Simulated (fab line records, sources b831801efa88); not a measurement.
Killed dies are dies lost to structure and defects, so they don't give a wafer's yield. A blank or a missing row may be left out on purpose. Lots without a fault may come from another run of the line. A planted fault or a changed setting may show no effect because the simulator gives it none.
fab line records | flow gf180mcu
record lots=5 wafers=15 last_day=33
route steps=602 shown HV_LDD@178
lots that met no fault: from a run of the same line without faults
start_h: hours from the record's first day to the start of the lot's first wafer shown | wait_h: hours since the lot's step before | " the same as in the row above | L1.1+2: a row that stands for several wafers | - no value, or no start given | * or withheld: withheld | < > ~ a bound
route shown NAME@n: a module of which the file shows steps, and the number in the route of the first | usual: mean/standard deviation of fault-free wafers | same: alike in all rows | chamber/n: place in a boat | sites: the reading at each site | _std_site: their standard deviation | _edge_site: outer sites' mean less inner sites' | radius_mm: how far each site lies from the wafer's centre | mask NAME#n: copy n | behind: the tool/chamber that last shaped the wafer | hold: why the lot was held/for how many hours/how that ended | device: the transistor (n, p or np) that didn't switch | end of line: the same wafers' tests at the end of the route | a step without rows: its recipe alone | killed: dies lost to structure and defects at the first sort, not the wafer's yield | map: a wafer's dies, x killed, . not, _ none there
set.NAME: the setting as run; set.NAME@STEP: as run at that earlier step | model.NAME: the simulator's own value behind a step, which no gauge read
lots at some steps of the route; a table a step, a row a wafer
services: from which hour (start_h, from the record's first day; less than 0 if before it) a tool's chamber was out of use, for how many hours, and why
## steps
# step GF_HV_LDD_COAT_02
# recipe resist=NOVOLAK spin_rpm=3000 resist_thk_nm=1000
# usual chill_plate_temp_C=22.98/0.1 dispense_pressure_kPa=44/3.1
# columns lot.wafer tool chamber start_h wait_h chill_plate_temp_C dispense_pressure_kPa
L080.2 litho_track-02 0 250.10 0.1 22.94 49
L080.4 " 0 " " 22.91 49
L080.5 " 0 " " 22.90 49
L086.3 litho_track-04 0 292.61 0.1 23.11 45
L086.4 " 0 " " 22.83 45
L086.5 " 0 " " 22.93 45
L089.1 litho_track-01 0 319.40 0.1 23.18 41
L089.2 " 0 " " 23.02 41
L089.5 " 0 " " 23.10 41
L092.1 litho_track-04 0 349.21 0.1 22.89 45
L092.4 " 0 " " 22.92 45
L092.6 " 0 " " 22.94 45
L093.1 litho_track-02 0 353.42 0.1 23.06 49
L093.2 " 0 " " 22.96 49
L093.4 " 0 " " 23.00 49
# step GF_HV_LDD_SOFTBAKE_03
# recipe temp_c=90 time_s=60 resist=NOVOLAK
# usual chill_plate_temp_C=23.00/0.11
# columns lot.wafer tool chamber start_h wait_h chill_plate_temp_C
L080.2 litho_track-02 0 250.25 0.1 22.95
L080.4 " 0 " " 23.17
L080.5 " 0 " " 23.01
L086.3 litho_track-04 0 292.76 0.1 23.03
L086.4 " 0 " " 23.24
L086.5 " 0 " " 23.17
L089.1 litho_track-01 0 319.55 0.1 23.03
L089.2 " 0 " " 22.95
L089.5 " 0 " " 22.91
L092.1 litho_track-04 0 349.36 0.1 23.02
L092.4 " 0 " " 23.22
L092.6 " 0 " " 23.16
L093.1 litho_track-02 0 353.57 0.1 23.18
L093.2 " 0 " " 22.95
L093.4 " 0 " " 23.05
# step GF_HV_LDD_EXPOSE_04
# recipe mask_id=Nplus_LV_AREA target_cd_nm=400 na=0.6 source_shape=conventional sigma_outer=0.6 dose_mj=140
# columns lot.wafer tool chamber start_h wait_h mask
L080.2+4+5 iline_stepper-02 0 - - Nplus_LV_AREA#0
L086.3+4+5 iline_stepper-02 0 - - Nplus_LV_AREA#0
L089.1+2+5 iline_stepper-01 0 - - Nplus_LV_AREA#0
L092.1+4+6 iline_stepper-02 0 - - Nplus_LV_AREA#0
L093.1+2+4 iline_stepper-01 0 - - Nplus_LV_AREA#0
# step GF_HV_LDD_PEB_05
# recipe temp_c=withheld time_s=* resist=NOVOLAK
# usual chill_plate_temp_C=*
# columns lot.wafer tool chamber start_h wait_h chill_plate_temp_C
L080.2 litho_track-02 0 - - *
L080.4 " 0 " " *
L080.5 " 0 " " *
L086.3 litho_track-04 0 - - *
L086.4 " 0 " " *
L086.5 " 0 " " *
L089.1 litho_track-04 0 - - *
L089.2 " 0 " " *
L089.5 " 0 " " *
L092.1 litho_track-01 0 - - *
L092.4 " 0 " " *
L092.6 " 0 " " *
L093.1 litho_track-04 0 - - *
L093.2 " 0 " " *
L093.4 " 0 " " *
# step GF_HV_LDD_DEVELOP_06
# recipe develop_time_s=60 dev_temp_c=23
# usual chill_plate_temp_C=22.98/0.099
# columns lot.wafer tool chamber start_h wait_h chill_plate_temp_C
L080.2 litho_track-02 0 260.05 0.1 22.98
L080.4 " 0 " " 22.99
L080.5 " 0 " " 23.04
L086.3 litho_track-04 0 303.16 0.1 23.13
L086.4 " 0 " " 23.11
L086.5 " 0 " " 22.98
L089.1 litho_track-04 0 330.41 0.1 22.85
L089.2 " 0 " " 23.03
L089.5 " 0 " " 23.10
L092.1 litho_track-01 0 359.90 0.1 23.02
L092.4 " 0 " " 23.06
L092.6 " 0 " " 23.06
L093.1 litho_track-04 0 363.86 0.1 22.93
L093.2 " 0 " " 22.96
L093.4 " 0 " " 23.08
# step GF_HV_LDD_CD_MEAS_07
# recipe target_cd_nm=400
# usual cd_nm=400.2/2.4
# columns lot.wafer tool chamber start_h wait_h cd_nm
L080.2 cd_sem-02 - 260.19 0.1 400.6
L080.4 " - " " 403.3
L080.5 " - " " 403.9
L086.3 cd_sem-02 - 303.30 0.1 401.5
L086.4 " - " " 400.4
L086.5 " - " " 401.6
L089.1 cd_sem-02 - 330.56 0.1 401.4
L089.2 " - " " 400.4
L089.5 " - " " 401.6
L092.1 cd_sem-01 - 360.05 0.1 405.3
L092.4 " - " " 405.4
L092.6 " - " " 406.1
L093.1 cd_sem-01 - 364.01 0.1 399.2
L093.2 " - " " 398.2
L093.4 " - " " 397.7
# step GF_HV_LDD_OVL_MEAS_08
# usual HV_LDD_OVL=0.4/1.4
# columns lot.wafer tool chamber start_h wait_h HV_LDD_OVL[nm]
L080.2 overlay-02 - 260.30 0.1 1.1
L080.4 " - " " 1.1
L080.5 " - " " 0.9
L086.3 overlay-02 - 303.40 0.1 -2.9
L086.4 " - " " -0.2
L086.5 " - " " -0.2
L089.1 overlay-01 - 330.68 0.1 1.1
L089.2 " - " " 1.6
L089.5 " - " " 2.1
L092.1 overlay-01 - 360.17 0.1 0.5
L092.4 " - " " -0.7
L092.6 " - " " -0.2
L093.1 overlay-02 - 364.13 0.1 1.0
L093.2 " - " " -1.0
L093.4 " - " " 0.1
# step GF_HV_LDD_IMPLANT_09
# recipe species=As energy_kev=40 dose_cm2=1e+14 tilt_deg=7
# usual end_station_pressure_torr=5.43e-06/2.7e-07
# columns lot.wafer tool chamber start_h wait_h end_station_pressure_torr
L080.2 implanter-01 0 260.36 0.0 5.38e-06
L080.4 " 0 " " 5.34e-06
L080.5 " 0 " " 5.71e-06
L086.3 implanter-04 0 303.47 0.1 4.82e-06
L086.4 " 0 " " 5.41e-06
L086.5 " 0 " " 5.86e-06
L089.1 implanter-04 0 330.72 0.0 5.47e-06
L089.2 " 0 " " 5.85e-06
L089.5 " 0 " " 5.32e-06
L092.1 implanter-02 0 360.20 0.0 5.33e-06
L092.4 " 0 " " 5.25e-06
L092.6 " 0 " " 5.43e-06
L093.1 implanter-02 0 364.17 0.0 5.24e-06
L093.2 " 0 " " 5.25e-06
L093.4 " 0 " " 5.24e-06
# step GF_HV_LDD_STRIP_10
# recipe chemistry=O2/N2 power_w=1400 pressure_mtorr=1500 platen_temp_c=250 o2_flow_sccm=3000 n2_flow_sccm=300 overash_fraction=0.5
# usual drypump_motor_current_A=5.9/0.48 heater_power_w=336/33 oes_product_au=0.716/0.0047 strip_time_to_endpoint_s=12.63/0.038
# columns lot.wafer tool chamber start_h wait_h drypump_motor_current_A heater_power_w oes_product_au rf_hours_counter_h strip_time_to_endpoint_s
L080.2 plasma_asher-03 0 260.48 0.1 6.8 355 0.717 46 12.59
L080.4 " 1 " " 5.9 366 0.718 - 12.59
L080.5 " 1 " " 5.9 368 0.719 - 12.58
L086.3 plasma_asher-01 0 303.60 0.1 6.0 287 0.721 - 12.62
L086.4 " 1 " " 5.6 381 0.724 - 12.60
L086.5 " 1 " " 5.6 374 0.718 - 12.61
L089.1 plasma_asher-03 0 330.87 0.1 6.8 356 0.717 53 12.62
L089.2 " 1 " " 6.0 367 0.718 53 12.62
L089.5 " 1 " " 5.9 366 0.720 - 12.63
L092.1 plasma_asher-04 0 360.35 0.1 5.2 325 0.712 24 12.67
L092.4 " 0 " " 5.2 327 0.718 - 12.65
L092.6 " 0 " " 5.2 323 0.712 - 12.68
L093.1 plasma_asher-04 0 364.32 0.1 5.2 332 0.715 24 12.65
L093.2 " 1 " " 5.5 295 0.715 24 12.66
L093.4 " 0 " " 5.2 333 0.717 - 12.65
# step GF_HV_LDD_TW_MEAS_11
# usual HV_LDD_TW=2405/15
# columns lot.wafer tool chamber start_h wait_h HV_LDD_TW
L080.2 film_metro-01 - 260.59 0.1 2390
L080.4 " - " " 2383
L080.5 " - " " 2395
L086.3 film_metro-03 - 303.69 0.1 2392
L086.4 " - " " 2404
L086.5 " - " " 2406
L089.1 film_metro-01 - 330.97 0.1 2392
L089.2 " - " " 2402
L089.5 " - " " 2387
L092.1 film_metro-02 - 360.45 0.1 2410
L092.4 " - " " 2420
L092.6 " - " " 2429
L093.1 film_metro-03 - 364.42 0.1 2411
L093.2 " - " " 2416
L093.4 " - " " 2401
# step GF_HV_LDD_DEHYDRATE_12
# recipe temp_c=200 time_s=60
# usual chill_plate_temp_C=22.97/0.094
# columns lot.wafer tool chamber start_h wait_h chill_plate_temp_C
L080.2 litho_track-02 0 269.35 8.7 23.14
L080.4 " 0 " " 23.07
L080.5 " 0 " " 22.94
L086.3 litho_track-01 0 312.55 8.8 22.94
L086.4 " 0 " " 22.96
L086.5 " 0 " " 23.00
L089.1 litho_track-01 0 340.75 9.8 23.11
L089.2 " 0 " " 23.07
L089.5 " 0 " " 22.94
L092.1 litho_track-01 0 370.40 9.9 22.82
L092.4 " 0 " " 22.91
L092.6 " 0 " " 23.06
L093.1 litho_track-04 0 375.31 10.9 23.03
L093.2 " 0 " " 23.06
L093.4 " 0 " " 23.09
# step GF_HV_LDD_HMDS_13
# recipe prime_time_s=60 prime_temp_c=120
# usual chill_plate_temp_C=22.99/0.11
# columns lot.wafer tool chamber start_h wait_h chill_plate_temp_C
L080.2 litho_track-02 0 269.50 0.1 22.78
L080.4 " 0 " " 22.92
L080.5 " 0 " " 22.85
L086.3 litho_track-01 0 312.70 0.1 22.99
L086.4 " 0 " " 22.92
L086.5 " 0 " " 22.87
L089.1 litho_track-01 0 340.90 0.1 22.94
L089.2 " 0 " " 22.97
L089.5 " 0 " " 23.11
L092.1 litho_track-01 0 370.55 0.1 23.01
L092.4 " 0 " " 22.86
L092.6 " 0 " " 22.97
L093.1 litho_track-04 0 375.46 0.1 22.82
L093.2 " 0 " " 22.86
L093.4 " 0 " " 23.07
# step GF_HV_LDD_COAT_14
# recipe resist=NOVOLAK spin_rpm=3000 resist_thk_nm=1000
# usual chill_plate_temp_C=23.01/0.11 dispense_pressure_kPa=44/3.2
# columns lot.wafer tool chamber start_h wait_h chill_plate_temp_C dispense_pressure_kPa
L080.2 litho_track-02 0 269.65 0.1 23.11 49
L080.4 " 0 " " 22.88 49
L080.5 " 0 " " 23.02 49
L086.3 litho_track-01 0 312.85 0.1 23.00 41
L086.4 " 0 " " 23.17 41
L086.5 " 0 " " 22.99 41
L089.1 litho_track-01 0 341.05 0.1 23.08 41
L089.2 " 0 " " 23.20 41
L089.5 " 0 " " 22.99 41
L092.1 litho_track-01 0 370.70 0.1 23.20 41
L092.4 " 0 " " 23.08 41
L092.6 " 0 " " 23.03 41
L093.1 litho_track-04 0 375.61 0.1 23.08 45
L093.2 " 0 " " 23.03 45
L093.4 " 0 " " 22.93 45
# step GF_HV_LDD_SOFTBAKE_15
# recipe temp_c=90 time_s=60 resist=NOVOLAK
# usual chill_plate_temp_C=22.96/0.12
# columns lot.wafer tool chamber start_h wait_h chill_plate_temp_C
L080.2 litho_track-02 0 269.80 0.1 23.11
L080.4 " 0 " " 23.05
L080.5 " 0 " " 23.10
L086.3 litho_track-01 0 313.00 0.1 23.08
L086.4 " 0 " " 22.74
L086.5 " 0 " " 23.01
L089.1 litho_track-01 0 341.20 0.1 22.80
L089.2 " 0 " " 22.91
L089.5 " 0 " " 22.89
L092.1 litho_track-01 0 370.85 0.1 22.78
L092.4 " 0 " " 22.98
L092.6 " 0 " " 22.79
L093.1 litho_track-04 0 375.76 0.1 23.06
L093.2 " 0 " " 22.97
L093.4 " 0 " " 22.95
# step GF_HV_LDD_EXPOSE_16
# recipe mask_id=Pplus_LV_AREA target_cd_nm=400 na=0.6 source_shape=conventional sigma_outer=0.6 dose_mj=140
# columns lot.wafer tool chamber start_h wait_h mask
L080.2+4+5 iline_stepper-02 0 - - Pplus_LV_AREA#0
L086.3+4+5 iline_stepper-01 0 - - Pplus_LV_AREA#0
L089.1+2+5 iline_stepper-01 0 - - Pplus_LV_AREA#0
L092.1+4+6 iline_stepper-02 0 - - Pplus_LV_AREA#0
L093.1+2+4 iline_stepper-01 0 - - Pplus_LV_AREA#0
# step GF_HV_LDD_PEB_17
# recipe temp_c=withheld time_s=* resist=NOVOLAK
# usual chill_plate_temp_C=*
# columns lot.wafer tool chamber start_h wait_h chill_plate_temp_C
L080.2 litho_track-04 0 - - *
L080.4 " 0 " " *
L080.5 " 0 " " *
L086.3 litho_track-01 0 - - *
L086.4 " 0 " " *
L086.5 " 0 " " *
L089.1 litho_track-04 0 - - *
L089.2 " 0 " " *
L089.5 " 0 " " *
L092.1 litho_track-02 0 - - *
L092.4 " 0 " " *
L092.6 " 0 " " *
L093.1 litho_track-04 0 - - *
L093.2 " 0 " " *
L093.4 " 0 " " *
# step GF_HV_LDD_DEVELOP_18
# recipe develop_time_s=60 dev_temp_c=23
# usual chill_plate_temp_C=22.98/0.11
# columns lot.wafer tool chamber start_h wait_h chill_plate_temp_C
L080.2 litho_track-04 0 279.34 0.1 23.01
L080.4 " 0 " " 23.18
L080.5 " 0 " " 23.22
L086.3 litho_track-01 0 323.00 0.1 23.11
L086.4 " 0 " " 23.05
L086.5 " 0 " " 22.95
L089.1 litho_track-04 0 352.01 0.1 22.97
L089.2 " 0 " " 23.08
L089.5 " 0 " " 22.94
L092.1 litho_track-02 0 381.87 0.1 23.00
L092.4 " 0 " " 23.05
L092.6 " 0 " " 23.00
L093.1 litho_track-04 0 387.06 0.1 22.83
L093.2 " 0 " " 22.73
L093.4 " 0 " " 22.82
# step GF_HV_LDD_CD_MEAS_19
# recipe target_cd_nm=400
# usual cd_nm=400.4/2.7
# columns lot.wafer tool chamber start_h wait_h cd_nm
L080.2 cd_sem-02 - 279.48 0.1 397.5
L080.4 " - " " 397.1
L080.5 " - " " 397.8
L086.3 cd_sem-01 - 323.14 0.1 397.8
L086.4 " - " " 397.5
L086.5 " - " " 397.1
L089.1 cd_sem-02 - 352.16 0.1 401.9
L089.2 " - " " 401.9
L089.5 " - " " 401.7
L092.1 cd_sem-01 - 382.02 0.1 400.9
L092.4 " - " " 399.9
L092.6 " - " " 398.6
L093.1 cd_sem-01 - 387.21 0.1 398.3
L093.2 " - " " 397.6
L093.4 " - " " 396.1
# step GF_HV_LDD_OVL_MEAS_20
# usual HV_LDD_01_OVL=-0.8/1.7
# columns lot.wafer tool chamber start_h wait_h HV_LDD_01_OVL[nm]
L080.2 overlay-02 - 279.59 0.1 -2.9
L080.4 " - " " -1.2
L080.5 " - " " -2.0
L086.3 overlay-01 - 323.23 0.1 0.8
L086.4 " - " " 2.7
L086.5 " - " " 2.4
L089.1 overlay-02 - 352.28 0.1 -3.7
L089.2 " - " " -0.3
L089.5 " - " " -1.5
L092.1 overlay-02 - 382.14 0.1 -1.7
L092.4 " - " " -1.5
L092.6 " - " " -0.9
L093.1 overlay-01 - 387.33 0.1 -3.9
L093.2 " - " " -1.3
L093.4 " - " " -3.6
# step GF_HV_LDD_IMPLANT_21
# recipe species=BF2 energy_kev=25 dose_cm2=5e+13 tilt_deg=7
# usual end_station_pressure_torr=5.23e-06/2.7e-07
# columns lot.wafer tool chamber start_h wait_h end_station_pressure_torr
L080.2 implanter-04 0 279.64 0.0 5.37e-06
L080.4 " 0 " " 5.1e-06
L080.5 " 0 " " 5.54e-06
L086.3 implanter-01 0 323.30 0.1 4.92e-06
L086.4 " 0 " " 5.18e-06
L086.5 " 0 " " 5.47e-06
L089.1 implanter-02 0 352.32 0.0 4.96e-06
L089.2 " 0 " " 5.2e-06
L089.5 " 0 " " 5.57e-06
L092.1 implanter-01 0 382.18 0.0 4.79e-06
L092.4 " 0 " " 5e-06
L092.6 " 0 " " 4.88e-06
L093.1 implanter-02 0 387.37 0.0 5.12e-06
L093.2 " 0 " " 5.11e-06
L093.4 " 0 " " 5.38e-06
# step GF_HV_LDD_STRIP_22
# recipe chemistry=O2/N2 power_w=1400 pressure_mtorr=1500 platen_temp_c=250 o2_flow_sccm=3000 n2_flow_sccm=300 overash_fraction=0.5
# usual drypump_motor_current_A=5.8/0.49 heater_power_w=335/32 oes_product_au=0.716/0.0045 strip_time_to_endpoint_s=12.64/0.042
# columns lot.wafer tool chamber start_h wait_h drypump_motor_current_A heater_power_w oes_product_au rf_hours_counter_h strip_time_to_endpoint_s
L080.2 plasma_asher-01 1 279.77 0.1 5.6 377 0.715 67 12.63
L080.4 " 1 " " 5.6 381 0.713 - 12.66
L080.5 " 0 " " 6.0 286 0.715 - 12.67
L086.3 plasma_asher-01 1 323.44 0.1 5.6 377 0.713 - 12.71
L086.4 " 0 " " 6.0 288 0.718 - 12.68
L086.5 " 1 " " 5.6 375 0.718 - 12.66
L089.1 plasma_asher-01 0 352.47 0.1 6.0 289 0.716 75 12.62
L089.2 " 1 " " 5.6 386 0.716 75 12.61
L089.5 " 1 " " 5.6 371 0.709 - 12.62
L092.1 plasma_asher-03 1 382.33 0.1 5.9 366 0.715 59 12.65
L092.4 " 1 " " 5.9 354 0.715 - 12.66
L092.6 " 1 " " 5.9 377 0.708 - 12.67
L093.1 plasma_asher-03 1 387.52 0.1 6.0 366 0.718 59 12.63
L093.2 " 0 " " 6.8 377 0.720 59 12.67
L093.4 " 0 " " 6.8 355 0.716 - 12.68
# step GF_HV_LDD_TW_MEAS_23
# usual HV_LDD_2_TW=1052/6.1
# columns lot.wafer tool chamber start_h wait_h HV_LDD_2_TW
L080.2 film_metro-02 - 279.88 0.1 1062
L080.4 " - " " 1068
L080.5 " - " " 1065
L086.3 film_metro-03 - 323.52 0.1 1052
L086.4 " - " " 1056
L086.5 " - " " 1058
L089.1 film_metro-01 - 352.57 0.1 1057
L089.2 " - " " 1044
L089.5 " - " " 1048
L092.1 film_metro-03 - 382.43 0.1 1059
L092.4 " - " " 1058
L092.6 " - " " 1057
L093.1 film_metro-03 - 387.62 0.1 1051
L093.2 " - " " 1049
L093.4 " - " " 1050
# step GF_HV_LDD_DEHYDRATE_24
# recipe temp_c=200 time_s=60
# usual chill_plate_temp_C=23.00/0.098
# columns lot.wafer tool chamber start_h wait_h chill_plate_temp_C
L080.2 litho_track-04 0 289.24 9.3 22.87
L080.4 " 0 " " 22.94
L080.5 " 0 " " 23.03
L086.3 litho_track-01 0 333.05 9.5 22.99
L086.4 " 0 " " 22.93
L086.5 " 0 " " 23.16
L089.1 litho_track-02 0 362.12 9.5 23.10
L089.2 " 0 " " 23.02
L089.5 " 0 " " 22.85
L092.1 litho_track-02 0 393.07 10.6 22.97
L092.4 " 0 " " 22.98
L092.6 " 0 " " 22.87
L093.1 litho_track-01 0 398.75 11.1 22.98
L093.2 " 0 " " 23.07
L093.4 " 0 " " 23.00
# step GF_HV_LDD_HMDS_25
# recipe prime_time_s=60 prime_temp_c=120
# usual chill_plate_temp_C=22.99/0.1
# columns lot.wafer tool chamber start_h wait_h chill_plate_temp_C
L080.2 litho_track-04 0 289.39 0.1 22.90
L080.4 " 0 " " 22.82
L080.5 " 0 " " 22.94
L086.3 litho_track-01 0 333.20 0.1 23.16
L086.4 " 0 " " 23.08
L086.5 " 0 " " 22.97
L089.1 litho_track-02 0 362.27 0.1 22.85
L089.2 " 0 " " 22.95
L089.5 " 0 " " 22.77
L092.1 litho_track-02 0 393.22 0.1 23.04
L092.4 " 0 " " 23.10
L092.6 " 0 " " 23.08
L093.1 litho_track-01 0 398.90 0.1 23.11
L093.2 " 0 " " 23.02
L093.4 " 0 " " 23.12
# step GF_HV_LDD_COAT_26
# recipe resist=NOVOLAK spin_rpm=3000 resist_thk_nm=1000
# usual chill_plate_temp_C=22.97/0.12 dispense_pressure_kPa=45/3.6
# columns lot.wafer tool chamber start_h wait_h chill_plate_temp_C dispense_pressure_kPa
L080.2 litho_track-04 0 289.54 0.1 22.89 45
L080.4 " 0 " " 22.93 45
L080.5 " 0 " " 22.84 45
L086.3 litho_track-01 0 333.35 0.1 23.15 41
L086.4 " 0 " " 23.00 41
L086.5 " 0 " " 22.87 41
L089.1 litho_track-02 0 362.42 0.1 22.96 49
L089.2 " 0 " " 23.05 49
L089.5 " 0 " " 22.90 49
L092.1 litho_track-02 0 393.37 0.1 22.97 49
L092.4 " 0 " " 23.09 49
L092.6 " 0 " " 23.13 49
L093.1 litho_track-01 0 399.05 0.1 22.96 41
L093.2 " 0 " " 23.03 41
L093.4 " 0 " " 22.85 41
# step GF_HV_LDD_SOFTBAKE_27
# recipe temp_c=90 time_s=60 resist=NOVOLAK
# usual chill_plate_temp_C=23.00/0.1
# columns lot.wafer tool chamber start_h wait_h chill_plate_temp_C
L080.2 litho_track-04 0 289.69 0.1 22.88
L080.4 " 0 " " 22.92
L080.5 " 0 " " 22.87
L086.3 litho_track-01 0 333.50 0.1 22.94
L086.4 " 0 " " 22.76
L086.5 " 0 " " 22.86
L089.1 litho_track-02 0 362.57 0.1 23.05
L089.2 " 0 " " 23.00
L089.5 " 0 " " 23.12
L092.1 litho_track-02 0 393.52 0.1 23.05
L092.4 " 0 " " 23.17
L092.6 " 0 " " 23.14
L093.1 litho_track-01 0 399.20 0.1 23.17
L093.2 " 0 " " 22.87
L093.4 " 0 " " 23.11
# step GF_HV_LDD_EXPOSE_28
# recipe mask_id=Nplus_HV_AREA target_cd_nm=400 na=0.6 source_shape=conventional sigma_outer=0.6 dose_mj=140
# columns lot.wafer tool chamber start_h wait_h mask
L080.2+4+5 iline_stepper-02 0 - - Nplus_HV_AREA#0
L086.3+4+5 iline_stepper-02 0 - - Nplus_HV_AREA#0
L089.1+2+5 iline_stepper-02 0 - - Nplus_HV_AREA#0
L092.1+4+6 iline_stepper-02 0 - - Nplus_HV_AREA#0
L093.1+2+4 iline_stepper-01 0 - - Nplus_HV_AREA#0
# step GF_HV_LDD_PEB_29
# recipe temp_c=withheld time_s=* resist=NOVOLAK
# usual chill_plate_temp_C=*
# columns lot.wafer tool chamber start_h wait_h chill_plate_temp_C
L080.2 litho_track-01 0 - - *
L080.4 " 0 " " *
L080.5 " 0 " " *
L086.3 litho_track-01 0 - - *
L086.4 " 0 " " *
L086.5 " 0 " " *
L089.1 litho_track-04 0 - - *
L089.2 " 0 " " *
L089.5 " 0 " " *
L092.1 litho_track-04 0 - - *
L092.4 " 0 " " *
L092.6 " 0 " " *
L093.1 litho_track-02 0 - - *
L093.2 " 0 " " *
L093.4 " 0 " " *
# step GF_HV_LDD_DEVELOP_30
# recipe develop_time_s=60 dev_temp_c=23
# usual chill_plate_temp_C=23.01/0.097
# columns lot.wafer tool chamber start_h wait_h chill_plate_temp_C
L080.2 litho_track-01 0 299.62 0.1 23.07
L080.4 " 0 " " 23.14
L080.5 " 0 " " 23.19
L086.3 litho_track-01 0 344.40 0.1 23.12
L086.4 " 0 " " 23.08
L086.5 " 0 " " 23.00
L089.1 litho_track-04 0 374.21 0.1 22.87
L089.2 " 0 " " 23.00
L089.5 " 0 " " 22.84
L092.1 litho_track-04 0 404.81 0.1 22.78
L092.4 " 0 " " 22.92
L092.6 " 0 " " 22.76
L093.1 litho_track-02 0 410.77 0.1 23.17
L093.2 " 0 " " 22.98
L093.4 " 0 " " 23.07
# step GF_HV_LDD_CD_MEAS_31
# recipe target_cd_nm=400
# usual cd_nm=399.9/2.1
# columns lot.wafer tool chamber start_h wait_h cd_nm
L080.2 cd_sem-02 - 299.77 0.1 400.4
L080.4 " - " " 398.6
L080.5 " - " " 397.5
L086.3 cd_sem-02 - 344.54 0.1 397.4
L086.4 " - " " 397.5
L086.5 " - " " 399.6
L089.1 cd_sem-02 - 374.36 0.1 395.4
L089.2 " - " " 397.5
L089.5 " - " " 395.6
L092.1 cd_sem-01 - 404.96 0.1 401.1
L092.4 " - " " 402.0
L092.6 " - " " 401.6
L093.1 cd_sem-01 - 410.92 0.1 399.0
L093.2 " - " " 397.8
L093.4 " - " " 399.6
# step GF_HV_LDD_OVL_MEAS_32
# usual HV_LDD_02_OVL=-1.2/1.4
# columns lot.wafer tool chamber start_h wait_h HV_LDD_02_OVL[nm]
L080.2 overlay-02 - 299.87 0.1 -2.9
L080.4 " - " " -3.5
L080.5 " - " " -1.6
L086.3 overlay-02 - 344.63 0.1 -1.1
L086.4 " - " " 0.1
L086.5 " - " " -2.9
L089.1 overlay-02 - 374.48 0.1 -3.1
L089.2 " - " " -2.6
L089.5 " - " " -0.4
L092.1 overlay-01 - 405.08 0.1 -0.5
L092.4 " - " " -0.9
L092.6 " - " " -1.4
L093.1 overlay-01 - 411.04 0.1 3.1
L093.2 " - " " 1.8
L093.4 " - " " 2.4
# step GF_HV_LDD_IMPLANT_33
# recipe species=P energy_kev=60 dose_cm2=7.5e+12 tilt_deg=30 rotation_deg=0
# usual end_station_pressure_torr=5.04e-06/2.9e-07 rotation_deg=-0.004/0.019
# columns lot.wafer tool chamber start_h wait_h end_station_pressure_torr rotation_deg
L080.2 implanter-02 0 299.93 0.0 5.38e-06 0.013
L080.4 " 0 " " 4.83e-06 0.008
L080.5 " 0 " " 5.41e-06 0.010
L086.3 implanter-04 0 344.70 0.1 4.56e-06 -0.013
L086.4 " 0 " " 4.71e-06 0.035
L086.5 " 0 " " 5.32e-06 0.002
L089.1 implanter-01 0 374.52 0.0 5.33e-06 -0.016
L089.2 " 0 " " 5.44e-06 0.006
L089.5 " 0 " " 4.73e-06 0.035
L092.1 implanter-01 0 405.12 0.0 4.93e-06 0.012
L092.4 " 0 " " 5.23e-06 -0.002
L092.6 " 0 " " 4.87e-06 -0.006
L093.1 implanter-02 0 411.08 0.0 5.43e-06 -0.010
L093.2 " 0 " " 5.04e-06 -0.010
L093.4 " 0 " " 5.25e-06 -0.014
# step GF_HV_LDD_IMPLANT_34
# recipe species=P energy_kev=60 dose_cm2=7.5e+12 tilt_deg=30 rotation_deg=90
# usual end_station_pressure_torr=5.06e-06/2.6e-07 rotation_deg=89.997/0.024
# columns lot.wafer tool chamber start_h wait_h end_station_pressure_torr rotation_deg
L080.2 implanter-02 0 300.08 0.1 5.38e-06 90.005
L080.4 " 0 " " 4.82e-06 89.998
L080.5 " 0 " " 4.63e-06 90.021
L086.3 implanter-04 0 344.85 0.1 5.17e-06 90.015
L086.4 " 0 " " 5e-06 89.997
L086.5 " 0 " " 5.49e-06 90.000
L089.1 implanter-01 0 374.67 0.1 5.23e-06 90.010
L089.2 " 0 " " 4.82e-06 89.981
L089.5 " 0 " " 4.87e-06 89.993
L092.1 implanter-01 0 405.27 0.1 5.02e-06 90.017
L092.4 " 0 " " 5.33e-06 89.997
L092.6 " 0 " " 5.65e-06 89.978
L093.1 implanter-02 0 411.23 0.1 5.11e-06 89.996
L093.2 " 0 " " 5.58e-06 90.007
L093.4 " 0 " " 5.38e-06 89.984
# step GF_HV_LDD_IMPLANT_35
# recipe species=P energy_kev=60 dose_cm2=7.5e+12 tilt_deg=30 rotation_deg=180
# usual end_station_pressure_torr=5.03e-06/2.9e-07 rotation_deg=180.00/0.039
# columns lot.wafer tool chamber start_h wait_h end_station_pressure_torr rotation_deg
L080.2 implanter-02 0 300.23 0.1 4.74e-06 179.91
L080.4 " 0 " " 4.78e-06 179.99
L080.5 " 0 " " 4.78e-06 179.98
L086.3 implanter-04 0 345.00 0.1 4.86e-06 179.99
L086.4 " 0 " " 4.95e-06 179.95
L086.5 " 0 " " 5.14e-06 180.00
L089.1 implanter-01 0 374.82 0.1 4.77e-06 179.99
L089.2 " 0 " " 5.24e-06 179.96
L089.5 " 0 " " 5.11e-06 180.01
L092.1 implanter-01 0 405.42 0.1 5.34e-06 179.98
L092.4 " 0 " " 4.86e-06 179.98
L092.6 " 0 " " 5.13e-06 179.93
L093.1 implanter-02 0 411.38 0.1 5.16e-06 180.03
L093.2 " 0 " " 5.45e-06 179.97
L093.4 " 0 " " 4.82e-06 179.96
## services
# columns tool chamber start_h hours kind
implanter-04 - 227.20 1.2 repair
implanter-04 - 231.72 5.5 pm
plasma_asher-03 - 277.38 1.4 repair
plasma_asher-03 - 280.90 0.3 repair
implanter-04 - 288.80 1.2 repair
plasma_asher-03 - 291.06 0.5 repair
plasma_asher-03 - 305.06 3.8 repair
implanter-02 - 324.40 9.9 repair
iline_stepper-02 - 326.49 2.4 repair
plasma_asher-01 - 326.86 2.8 pm
plasma_asher-04 - 335.15 6.6 repair
iline_stepper-02 0 340.21 - calibration
implanter-02 - 356.80 3.1 pm
implanter-04 - 368.77 21.0 pm
iline_stepper-01 0 388.45 - calibration
plasma_asher-03 - 391.79 1.8 repair
plasma_asher-01 - 397.82 7.4 repair
## key
fault none
